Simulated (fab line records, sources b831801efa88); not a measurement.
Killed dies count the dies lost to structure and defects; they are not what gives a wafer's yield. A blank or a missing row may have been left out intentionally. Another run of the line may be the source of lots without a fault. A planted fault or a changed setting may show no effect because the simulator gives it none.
fab line records | flow sky130
[record] lots = 12 | wafers = 36 | lastDay = 50
route steps=708 shown LI_CONTACT@362 CAP2M@616 VIA4@652 PASSIVATION@693 PAD_OPEN@708
lots with no fault: from the same line, run without faults
startH: the number of hours between the record's first day and the start of the first shown wafer of the lot | waitH: hours elapsed since this lot's preceding step | " same as the row above | L1.1+2: a single row standing in for several wafers | - no value present, or no start provided | * or withheld: withheld | < > ~ a bound
route shown NAME@n: names a module that has steps shown in the file, with the first one's number in the route | usual: average and standard deviation across the fault-free wafers | same: alike in all rows | chamber/n: place in a boat | sites: the reading at each site | _std_site: their standard deviation | _edge_site: the outer-site mean with the inner-site mean subtracted | radiusMm: for every site, how far away it sits from the centre of the wafer | mask NAME#n: copy n | behind: tool/chamber where the wafer was last shaped | hold: what put the lot on hold/how long, in hours/how the hold closed | device: names the non-switching transistor (n, p or np) | end of line: the route-end tests of the same wafers | where a step has no rows: the recipe by itself | killed: count of dies lost to structure and defects at first sort (not the wafer's yield) | map: dies across one wafer; x = killed, . = not, _ = none there
set.NAME: setting as actually run; set.NAME@STEP: the setting as run at that earlier step | model.NAME: the simulator's own value behind a step, which no gauge read
route steps across a sampled set of lots; one table per step, one row per wafer
services: when a tool's chamber went out of use (startH, in hours from the record's first day, below 0 if earlier), for how many hours, and the reason
[[steps]]
[step SKY_LI_CONTACT_HDPCVD_00]
[recipe] material = PSG | targetThkNm = 930 | sigmaOpenFrac = 0.3 | timeS = 155 | tempC = 600 | sih4FlowSccm = 60 | pressureMtorr = 6
[same] timeS = 155
lot.wafer  | tool      | chamber | startH | waitH
L461.3+4+5 | hdpcvd-01 | 2,0,2   | 671.06 | 0.0
L462.1+2+4 | hdpcvd-02 | 0,2,0   | 675.87 | 0.0
L463.4+5+6 | hdpcvd-02 | 1,0,2   | 678.59 | 0.1
L464.1+2+4 | hdpcvd-01 | 1,0,1   | 688.44 | 0.0
L465.2+4+6 | hdpcvd-02 | 1,1,0   | 699.33 | 0.0
L469.1+4+5 | hdpcvd-02 | 0,0,1   | 727.43 | 0.0
L470.1+4+6 | hdpcvd-02 | 1,2,1   | 736.37 | 0.0
L472.2+5+6 | hdpcvd-02 | 2,2,1   | 754.03 | 0.0
L474.1+3+4 | hdpcvd-02 | 2,0,2   | 766.72 | 0.0
L476.3+5+6 | hdpcvd-02 | 2,2,1   | 782.68 | 0.0
L481.1+2+3 | hdpcvd-01 | 2,0,1   | 812.16 | 0.0
L483.3+4+5 | hdpcvd-01 | 1,0,2   | 826.67 | 0.0
[step SKY_CAP2M_METAL_ETCH_13]
[recipe] targetDepthNm = 220 | stopOn = SiO2 | chemistry = Cl2/BCl3 | target = TiN | pressureMtorr = 10 | icpW = 869.6 | biasW = 48.5 | Cl2_flow_sccm = 60 | bcl3FlowSccm = 30 | timeS = 62.9
[usual] drypumpMotorCurrentA = 5.5/0.49 | oesProductAu = 0.942/0.0067 | throttleValvePct = 21.901/0.0087
[same] timeS = 62.9
lot.wafer | tool        | chamber | startH  | waitH | drypumpMotorCurrentA | oesProductAu | rfHoursCounterH | throttleValvePct
L461.3    | rieMetal-02 | 1       | 974.53  | 0.0   | 5.3                  | 0.937        | -               | 21.895
L461.4    | "           | 0       | "       | "     | 6.3                  | 0.943        | -               | 21.908
L461.5    | "           | 1       | "       | "     | 5.3                  | 0.926        | -               | 21.882
L462.1    | rieMetal-02 | 1       | 979.35  | 0.0   | 5.3                  | 0.939        | 7               | 21.916
L462.2    | "           | 0       | "       | "     | 6.3                  | 0.931        | 17              | 21.887
L462.4    | "           | 1       | "       | "     | 5.2                  | 0.953        | -               | 21.890
L463.4    | rieMetal-03 | 1       | 982.78  | 0.1   | 6.0                  | 0.937        | -               | 21.914
L463.5    | "           | 1       | "       | "     | 6.0                  | 0.932        | -               | 21.914
L463.6    | "           | 1       | "       | "     | 6.0                  | 0.928        | -               | 21.912
L464.1    | rieMetal-02 | 0       | 989.29  | 0.0   | 6.3                  | 0.944        | 18              | 21.905
L464.2    | "           | 1       | "       | "     | 5.3                  | 0.951        | 8               | 21.893
L464.4    | "           | 1       | "       | "     | 5.3                  | 0.947        | -               | 21.902
L465.2    | rieMetal-03 | 0       | 998.65  | 0.0   | 5.2                  | 0.942        | 17              | 21.912
L465.4    | "           | 0       | "       | "     | 5.2                  | 0.945        | -               | 21.883
L465.6    | "           | 1       | "       | "     | 6.0                  | 0.929        | -               | 21.905
L469.1    | rieMetal-03 | 1       | 1022.95 | 0.0   | 6.0                  | 0.940        | 5               | 21.905
L469.4    | "           | 0       | "       | "     | 5.1                  | 0.941        | -               | 21.901
L469.5    | "           | 1       | "       | "     | 6.0                  | 0.953        | -               | 21.887
L470.1    | rieMetal-02 | 0       | 1031.71 | 0.0   | 6.3                  | 0.949        | 20              | 21.907
L470.4    | "           | 1       | "       | "     | 5.3                  | 0.942        | -               | 21.893
L470.6    | "           | 0       | "       | "     | 6.3                  | 0.949        | -               | 21.881
L472.2    | rieMetal-02 | 1       | 1042.04 | 0.0   | 5.2                  | 0.943        | 10              | 21.887
L472.5    | "           | 0       | "       | "     | 6.4                  | 0.955        | -               | 21.908
L472.6    | "           | 1       | "       | "     | 5.3                  | 0.951        | -               | 21.910
L474.1    | rieMetal-03 | 0       | 1056.50 | 0.0   | 5.2                  | 0.938        | 21              | 21.900
L474.3    | "           | 1       | "       | "     | 6.0                  | 0.948        | -               | 21.882
L474.4    | "           | 0       | "       | "     | 5.2                  | 0.947        | -               | 21.896
L476.3    | rieMetal-03 | 1       | 1068.32 | 0.0   | 6.0                  | 0.946        | -               | 21.904
L476.5    | "           | 0       | "       | "     | 5.2                  | 0.941        | -               | 21.904
L476.6    | "           | 1       | "       | "     | 6.0                  | 0.934        | -               | 21.904
L481.1    | rieMetal-04 | 1       | 1091.61 | 0.0   | 5.0                  | 0.948        | 25              | 21.899
L481.2    | "           | 0       | "       | "     | 5.6                  | 0.940        | 3               | 21.895
L481.3    | "           | 0       | "       | "     | 5.5                  | 0.925        | -               | 21.916
L483.3    | rieMetal-02 | 0       | 1103.83 | 0.0   | 6.3                  | 0.940        | -               | 21.897
L483.4    | "           | 1       | "       | "     | 5.3                  | 0.946        | -               | 21.913
L483.5    | "           | 0       | "       | "     | 6.3                  | 0.933        | -               | 21.901
[step SKY_VIA4_STRIP_13]
[recipe] chemistry = O2/N2 | powerW = 1400 | pressureMtorr = 1500 | platenTempC = withheld | o2FlowSccm = 3000 | n2FlowSccm = 300 | overashFraction = 0.5
[usual] drypumpMotorCurrentA = 5.7/0.44 | oesProductAu = 0.709/0.0046 | stripTimeToEndpointS = 12.801/0.026
lot.wafer | tool           | chamber | startH  | waitH | drypumpMotorCurrentA | oesProductAu | rfHoursCounterH | stripTimeToEndpointS
L461.3    | plasmaAsher-02 | 0       | 1023.11 | -     | 5.4                  | 0.704        | -               | 12.845
L461.4    | "              | 1       | "       | "     | 6.0                  | 0.713        | -               | 12.814
L461.5    | "              | 0       | "       | "     | 5.4                  | 0.713        | -               | 12.829
L462.1    | plasmaAsher-02 | 0       | 1027.58 | -     | 5.4                  | 0.703        | 27              | 12.762
L462.2    | "              | 1       | "       | "     | 6.1                  | 0.716        | 27              | 12.753
L462.4    | "              | 1       | "       | "     | 6.1                  | 0.711        | -               | 12.750
L463.4    | plasmaAsher-02 | 1       | 1031.61 | -     | 6.0                  | 0.703        | -               | 12.796
L463.5    | "              | 0       | "       | "     | 5.4                  | 0.711        | -               | 12.816
L463.6    | "              | 1       | "       | "     | 6.0                  | 0.710        | -               | 12.825
L464.1    | plasmaAsher-04 | 1       | 1037.58 | -     | 5.7                  | 0.702        | 119             | 12.812
L464.2    | "              | 0       | "       | "     | 5.0                  | 0.711        | 119             | 12.751
L464.4    | "              | 0       | "       | "     | 5.1                  | 0.710        | -               | 12.778
L465.2    | plasmaAsher-01 | 0       | 1047.03 | -     | 5.3                  | 0.712        | 90              | 12.751
L465.4    | "              | 1       | "       | "     | 6.5                  | 0.703        | -               | 12.830
L465.6    | "              | 1       | "       | "     | 6.5                  | 0.710        | -               | 12.789
L469.1    | plasmaAsher-02 | 1       | 1069.88 | -     | 6.1                  | 0.701        | 31              | 12.772
L469.4    | "              | 1       | "       | "     | 6.0                  | 0.704        | -               | 12.788
L469.5    | "              | 1       | "       | "     | 6.1                  | 0.711        | -               | 12.806
L470.1    | plasmaAsher-04 | 1       | 1078.07 | -     | 5.7                  | 0.714        | 1               | 12.786
L470.4    | "              | 0       | "       | "     | 5.0                  | 0.708        | -               | 12.821
L470.6    | "              | 0       | "       | "     | 5.0                  | 0.719        | -               | 12.780
L472.2    | plasmaAsher-04 | 0       | 1087.43 | -     | 5.0                  | 0.711        | 3               | 12.796
L472.5    | "              | 1       | "       | "     | 5.7                  | 0.711        | -               | 12.854
L472.6    | "              | 0       | "       | "     | 5.0                  | 0.704        | -               | 12.819
L474.1    | plasmaAsher-02 | 1       | 1101.08 | -     | 6.0                  | 0.706        | 33              | 12.826
L474.3    | "              | 0       | "       | "     | 5.4                  | 0.704        | -               | 12.761
L474.4    | "              | 1       | "       | "     | 6.0                  | 0.700        | -               | 12.831
L476.3    | plasmaAsher-02 | 0       | 1110.71 | -     | 5.4                  | 0.708        | -               | 12.805
L476.5    | "              | 0       | "       | "     | 5.4                  | 0.714        | -               | 12.779
L476.6    | "              | 1       | "       | "     | 6.0                  | 0.700        | -               | 12.802
L481.1    | plasmaAsher-02 | 0       | 1134.33 | -     | 5.4                  | 0.710        | 36              | 12.789
L481.2    | "              | 1       | "       | "     | 6.0                  | 0.708        | 36              | 12.827
L481.3    | "              | 1       | "       | "     | 6.0                  | 0.714        | -               | 12.815
L483.3    | plasmaAsher-04 | 0       | 1145.01 | -     | 5.0                  | 0.709        | -               | 12.817
L483.4    | "              | 1       | "       | "     | 5.7                  | 0.704        | -               | 12.802
L483.5    | "              | 1       | "       | "     | 5.6                  | 0.711        | -               | 12.835
[step SKY_PASSIVATION_STRIP_12]
[recipe] chemistry = O2/N2 | powerW = 1400 | pressureMtorr = 1500 | platenTempC = withheld | overashFraction = 0.7 | o2FlowSccm = 3000 | n2FlowSccm = 300
[usual] drypumpMotorCurrentA = 5.5/0.41 | oesProductAu = 0.660/0.0045 | stripTimeToEndpointS = 31.52/0.13
lot.wafer | tool           | chamber | startH  | waitH | drypumpMotorCurrentA | oesProductAu | rfHoursCounterH | stripTimeToEndpointS
L461.3    | plasmaAsher-03 | 0       | 1070.11 | 0.1   | 5.6                  | 0.657        | -               | 31.59
L461.4    | "              | 1       | "       | "     | 5.1                  | 0.660        | -               | 31.54
L461.5    | "              | 1       | "       | "     | 5.2                  | 0.662        | -               | 31.59
L462.1    | plasmaAsher-01 | 1       | 1073.77 | 0.1   | 6.5                  | 0.661        | 92              | 31.45
L462.2    | "              | 0       | "       | "     | 5.3                  | 0.659        | 92              | 31.29
L462.4    | "              | 0       | "       | "     | 5.3                  | 0.659        | -               | 31.42
L463.4    | plasmaAsher-01 | 0       | 1078.61 | 0.1   | 5.3                  | 0.660        | -               | 31.34
L463.5    | "              | 1       | "       | "     | 6.5                  | 0.668        | -               | 31.33
L463.6    | "              | 0       | "       | "     | 5.3                  | 0.660        | -               | 31.40
L464.1    | plasmaAsher-03 | 1       | 1083.47 | 0.1   | 5.2                  | 0.661        | 66              | 31.58
L464.2    | "              | 0       | "       | "     | 5.6                  | 0.662        | 66              | 31.61
L464.4    | "              | 1       | "       | "     | 5.1                  | 0.654        | -               | 31.65
L465.2    | plasmaAsher-03 | 0       | 1092.03 | 0.1   | 5.6                  | 0.660        | 67              | 31.56
L465.4    | "              | 0       | "       | "     | 5.6                  | 0.660        | -               | 31.61
L465.6    | "              | 1       | "       | "     | 5.1                  | 0.657        | -               | 31.50
L469.1    | plasmaAsher-03 | 0       | 1111.82 | 0.1   | 5.6                  | 0.661        | 69              | 31.61
L469.4    | "              | 0       | "       | "     | 5.6                  | 0.657        | -               | 31.65
L469.5    | "              | 0       | "       | "     | 5.6                  | 0.665        | -               | 31.48
L470.1    | plasmaAsher-03 | 0       | 1122.61 | 0.1   | 5.6                  | 0.652        | 70              | 31.58
L470.4    | "              | 0       | "       | "     | 5.6                  | 0.664        | -               | 31.63
L470.6    | "              | 1       | "       | "     | 5.1                  | 0.662        | -               | 31.53
L472.2    | plasmaAsher-03 | 0       | 1130.63 | 0.1   | 5.6                  | 0.661        | 71              | 31.47
L472.5    | "              | 0       | "       | "     | 5.6                  | 0.655        | -               | 31.44
L472.6    | "              | 1       | "       | "     | 5.2                  | 0.657        | -               | 31.45
L474.1    | plasmaAsher-04 | 1       | 1143.62 | 0.1   | 5.7                  | 0.656        | 7               | 31.70
L474.3    | "              | 0       | "       | "     | 5.0                  | 0.668        | -               | 31.65
L474.4    | "              | 1       | "       | "     | 5.6                  | 0.659        | -               | 31.57
L476.3    | plasmaAsher-03 | 0       | 1151.71 | 0.1   | 5.6                  | 0.663        | -               | 31.53
L476.5    | "              | 1       | "       | "     | 5.2                  | 0.657        | -               | 31.54
L476.6    | "              | 0       | "       | "     | 5.6                  | 0.662        | -               | 31.41
L481.1    | plasmaAsher-03 | 0       | 1172.38 | 0.1   | 5.6                  | 0.667        | 75              | 31.62
L481.2    | "              | 1       | "       | "     | 5.2                  | 0.652        | 75              | 31.42
L481.3    | "              | 0       | "       | "     | 5.6                  | 0.665        | -               | 31.64
L483.3    | plasmaAsher-01 | 0       | 1182.50 | 0.1   | 5.3                  | 0.661        | -               | 31.44
L483.4    | "              | 1       | "       | "     | 6.5                  | 0.660        | -               | 31.58
L483.5    | "              | 0       | "       | "     | 5.3                  | 0.665        | -               | 31.43
[step SKY_PAD_OPEN_PROBE_99]
[usual] killed_at_M0_to_M3 = 42/7.2 | killed_at_M4_up = 3.5/1.8 | killedAtContacts = 25/5.7 | killedAtFrontEnd = 16/4.6 | killedAtOther = 0.2/0.41 | killedDies = 86/9.3 | killedOpen = 47/6.3 | killedShort = 39/5.9
[same] grossDies = 492 | killedAtBackSide = 0
lot.wafer | tool      | chamber | startH  | waitH | killed_at_M0_to_M3 | killed_at_M4_up | killedAtContacts | killedAtFrontEnd | killedAtOther | killedDies | killedOpen | killedShort
L463.4    | prober-02 | -       | 1101.24 | 0.2   | 44                 | 5               | 18               | 13               | 0             | 80         | 43         | 37
L463.5    | prober-02 | -       | 1101.29 | 0.2   | 33                 | 1               | 21               | 13               | 0             | 68         | 40         | 28
L463.6    | prober-02 | -       | 1101.34 | 0.2   | 35                 | 4               | 20               | 15               | 0             | 74         | 42         | 32
L472.2    | prober-01 | -       | 1152.04 | 0.1   | 43                 | 3               | 27               | 10               | 0             | 83         | 47         | 36
L472.5    | prober-01 | -       | 1152.19 | 0.2   | 42                 | 5               | 19               | 19               | 1             | 86         | 49         | 37
L472.6    | prober-01 | -       | 1152.24 | 0.2   | 38                 | 5               | 35               | 15               | 0             | 93         | 52         | 41
L474.1    | prober-01 | -       | 1163.98 | 0.1   | 40                 | 4               | 79               | 3                | 0             | 126        | 36         | 35
L474.3    | prober-01 | -       | 1164.08 | 0.2   | 55                 | 5               | 22               | 12               | 1             | 95         | 49         | 46
L474.4    | prober-01 | -       | 1164.13 | 0.2   | 37                 | 3               | 74               | 13               | 0             | 127        | 36         | 43
L476.3    | prober-01 | -       | 1171.75 | 0.2   | 39                 | 6               | 69               | 23               | 0             | 137        | 50         | 36
L476.5    | prober-01 | -       | 1171.85 | 0.2   | 37                 | 5               | 74               | 20               | 0             | 136        | 45         | 38
L476.6    | prober-01 | -       | 1171.90 | 0.2   | 52                 | 5               | 27               | 15               | 0             | 99         | 58         | 41
// killed by level:class
L463.4 VIA1:geometricParticle:open=11 VIA1:geometricParticle:short=7 VIA2:geometricParticle:open=7 CONTACT:geometricParticle:open=6 CONTACT:geometricParticle:short=5 LI_CONTACT:geometricParticle:open=4 METAL2:geometricParticle:short=4 VIA2:geometricParticle:short=4
L463.5 CONTACT:geometricParticle:open=10 VIA2:geometricParticle:open=7 METAL1:geometricParticle:short=5 VIA1:geometricParticle:open=5 METAL2:geometricParticle:short=5 FIELD_ISO:geometricParticle:open=4 POLY_GATE:geometricParticle:open=4 LOCAL_INTERCONNECT:geometricParticle:short=4
L463.6 VIA1:geometricParticle:open=8 CONTACT:geometricParticle:open=7 LI_CONTACT:geometricParticle:open=6 METAL1:geometricParticle:short=6 FIELD_ISO:geometricParticle:open=5 VIA2:geometricParticle:open=5 FIELD_ISO:geometricParticle:short=4 VIA1:geometricParticle:short=4
L472.2 CONTACT:geometricParticle:open=14 METAL1:geometricParticle:short=7 VIA2:geometricParticle:open=7 VIA3:geometricParticle:open=6 POLY_GATE:geometricParticle:short=4 LI_CONTACT:geometricParticle:open=4 VIA1:geometricParticle:open=4 METAL2:geometricParticle:short=4
L472.5 VIA1:geometricParticle:open=10 VIA3:geometricParticle:open=9 VIA2:geometricParticle:open=7 LOCAL_INTERCONNECT:geometricParticle:short=5 POLY_GATE:geometricParticle:short=5 FIELD_ISO:geometricParticle:open=4 FIELD_ISO:geometricParticle:short=4 LI_CONTACT:geometricParticle:open=4
L472.6 VIA1:geometricParticle:open=13 LI_CONTACT:geometricParticle:open=11 CONTACT:geometricParticle:open=9 LOCAL_INTERCONNECT:geometricParticle:short=5 CONTACT:geometricParticle:short=5 FIELD_ISO:geometricParticle:short=4 POLY_GATE:geometricParticle:short=4 METAL2:geometricParticle:short=4
L474.1 LI_CONTACT:unspecified=55 CONTACT:geometricParticle:open=9 VIA1:geometricParticle:open=8 METAL2:geometricParticle:short=7 CONTACT:geometricParticle:short=5 METAL1:geometricParticle:short=5 VIA2:geometricParticle:short=5 VIA3:geometricParticle:open=5
L474.3 VIA1:geometricParticle:open=15 METAL2:geometricParticle:short=9 VIA2:geometricParticle:open=7 LI_CONTACT:geometricParticle:open=6 CONTACT:geometricParticle:open=6 VIA1:geometricParticle:short=6 CONTACT:geometricParticle:short=5 METAL1:geometricParticle:short=5
L474.4 LI_CONTACT:unspecified=48 LI_CONTACT:geometricParticle:open=9 LOCAL_INTERCONNECT:geometricParticle:short=6 VIA1:geometricParticle:open=6 VIA3:geometricParticle:open=6 METAL3:geometricParticle:short=5 CONTACT:geometricParticle:open=5 VIA2:geometricParticle:short=5
L476.3 LI_CONTACT:unspecified=51 VIA1:geometricParticle:open=11 FIELD_ISO:geometricParticle:open=6 POLY_GATE:geometricParticle:open=6 CONTACT:geometricParticle:open=6 METAL1:geometricParticle:short=6 LI_CONTACT:geometricParticle:open=5 VIA3:geometricParticle:open=5
L476.5 LI_CONTACT:unspecified=53 CONTACT:geometricParticle:open=11 METAL1:geometricParticle:short=10 POLY_GATE:geometricParticle:short=8 VIA3:geometricParticle:open=8 VIA1:geometricParticle:open=6 LI_CONTACT:geometricParticle:open=5 FIELD_ISO:geometricParticle:short=3
L476.6 LI_CONTACT:geometricParticle:open=12 VIA1:geometricParticle:open=11 VIA2:geometricParticle:open=7 CONTACT:geometricParticle:open=7 METAL2:geometricParticle:short=6 VIA3:geometricParticle:open=5 METAL1:geometricParticle:open=5 METAL1:geometricParticle:short=5
[[services]]
tool           | chamber | startH  | hours | kind
hdpcvd-02      | -       | 648.38  | 2.8   | pm
hdpcvd-02      | -       | 651.13  | 15.0  | pm
plasmaAsher-03 | -       | 658.06  | 9.0   | repair
rieMetal-02    | -       | 676.51  | 0.2   | repair
plasmaAsher-03 | -       | 713.95  | 3.5   | repair
rieMetal-03    | -       | 720.92  | 0.2   | repair
plasmaAsher-02 | -       | 733.75  | 9.0   | pm
plasmaAsher-04 | -       | 774.01  | 2.8   | pm
rieMetal-02    | -       | 781.20  | 1.6   | repair
rieMetal-03    | -       | 783.10  | 0.2   | repair
hdpcvd-02      | -       | 814.60  | 1.3   | repair
rieMetal-02    | 0       | 816.46  | 21.5  | repair
hdpcvd-02      | 1       | 868.02  | 4.3   | repair
plasmaAsher-02 | -       | 900.88  | 0.5   | repair
plasmaAsher-03 | -       | 905.22  | 14.6  | pm
plasmaAsher-02 | -       | 946.99  | 15.2  | repair
plasmaAsher-02 | -       | 956.72  | 0.5   | repair
plasmaAsher-02 | -       | 978.00  | 1.7   | repair
hdpcvd-02      | -       | 1018.07 | 6.0   | pm
hdpcvd-02      | 0       | 1042.13 | 5.0   | repair
plasmaAsher-02 | -       | 1075.04 | 14.6  | pm
plasmaAsher-03 | -       | 1078.52 | 2.8   | pm
plasmaAsher-03 | -       | 1132.69 | 0.4   | repair
hdpcvd-02      | 0       | 1161.81 | 6.9   | repair
[[key]]
[firstSign] step = SKY_PAD_OPEN_PROBE_99 | reading = killedAtContacts | direction = up | sigmas = 8.7 | usual = 25 | struck = 74
[effect] step = SKY_PAD_OPEN_PROBE_99 | reading = killedDies | direction = up | sigmas = 4.9 | usual = 86 | struck = 132
metAt SKY_LI_CONTACT_HDPCVD_00
struckLots L474,L476
struckWafers L474.1,L474.4,L476.3,L476.5
testerLeftOut L474,L476
notActingAt SKY_CAP2M_METAL_ETCH_13,SKY_VIA4_STRIP_13,SKY_PASSIVATION_STRIP_12
onsetBetween 754.03 766.72
[fault] kind = chamberParticleSource | tool = hdpcvd-02 | chamber = 2 | onsetH = 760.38 | steps = SKY_LI_CONTACT_HDPCVD_00 | ratePerVisitCm2 = 0.7315 | endH = 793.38
// testerLeftOut: of these lots the tester's yield and bins aren't shown, on N5 and GAA mostly nor the transistor test; their killed dies are dies lost to structure and defects alone, not to doping, threshold or leakage, so they don't give the yield
